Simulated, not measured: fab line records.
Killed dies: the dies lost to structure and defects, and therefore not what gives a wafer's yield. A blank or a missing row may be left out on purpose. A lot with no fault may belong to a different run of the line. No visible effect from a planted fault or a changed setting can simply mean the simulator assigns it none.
Chamber matching    flow gf180mcu    GF_V4_CMP_04 on cmp-01 has 4 sister chambers
The step polishes SiO2. 27 wafers are shown with their chamber, then 12 later ones without.

## WAFERS, EACH WITH ITS CHAMBER
wafer   chamber  motor current A (A)  time to endpoint s (s)
L074.3  0        12.1                 90
L074.5  2        11.0                 90
L074.6  1        13.1                 88
L078.1  3        12.0                 71
L078.2  0        11.5                 80
L078.3  1        13.2                 80
L081.1  3        12.3                 75
L081.5  1        13.0                 82
L081.6  0        12.0                 85
L083.3  1        12.3                 78
L083.5  3        12.8                 75
L083.6  0        11.6                 78
L084.1  1        13.2                 70
L084.5  3        12.0                 76
L084.6  0        11.5                 79
L086.1  1        12.8                 76
L086.4  3        11.3                 81
L086.6  1        12.6                 75
L089.2  1        13.3                 75
L089.4  2        11.1                 74
L089.6  3        12.4                 82
L090.1  2        11.3                 79
L090.5  0        11.7                 82
L090.6  1        13.1                 70
L091.2  2        11.9                 81
L091.5  2        12.1                 89
L091.6  3        12.1                 84

SIGNATURES (averages over the wafers above)
reading             chamber 0  chamber 1  chamber 2  chamber 3  scatter within a chamber
motor current A     11.733     12.956     11.480     12.129     0.387
time to endpoint s  82.33      77.11      82.60      77.71      5.44
Rule: for each reading, subtract the chamber's mean from the wafer's reading, divide by that reading's scatter and square the result; add these up over the readings and take the root, which gives the wafer's distance from the chamber. If the next closest chamber is less than 2 further off than the closest, the wafer can't be placed; otherwise it belongs to the closest. The scatter is the square root of a quotient: the sum, over the shown wafers, of each reading's squared deviation from its chamber's mean, divided by wafers minus chambers.

## WAFERS WITHOUT THEIR CHAMBER
wafer   motor current A (A)  time to endpoint s (s)
L093.3  11.5                 84
L093.5  13.1                 81
L093.6  11.8                 90
L095.2  11.8                 79
L095.3  11.9                 78
L095.4  12.3                 86
L096.3  12.9                 73
L096.5  11.6                 84
L096.6  12.5                 73
L097.1  12.5                 77
L097.4  10.9                 81
L097.6  13.4                 75

## CHAMBER TAKEN BY EACH
wafer   from the rows above                in truth
L093.3  can't be placed: 2 or 0 or 3       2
L093.5  can't be placed: 1 or 3            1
L093.6  can't be placed: 0 or 2 or 3       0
L095.2  can't be placed: 0 or 3 or 2       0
L095.3  can't be placed: 3 or 0 or 2       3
L095.4  can't be placed: 3 or 0 or 2 or 1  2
L096.3  can't be placed: 1 or 3            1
L096.5  can't be placed: 2 or 0 or 3       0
L096.6  can't be placed: 3 or 1 or 0 or 2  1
L097.1  can't be placed: 3 or 1 or 0 or 2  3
L097.4  can't be placed: 2 or 0 or 3       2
L097.6  1                                  1
Placed correctly: 1 of 12. From these rows, 11 cannot be placed; in 11 the true chamber is one of the candidates. Placed wrongly: 0.
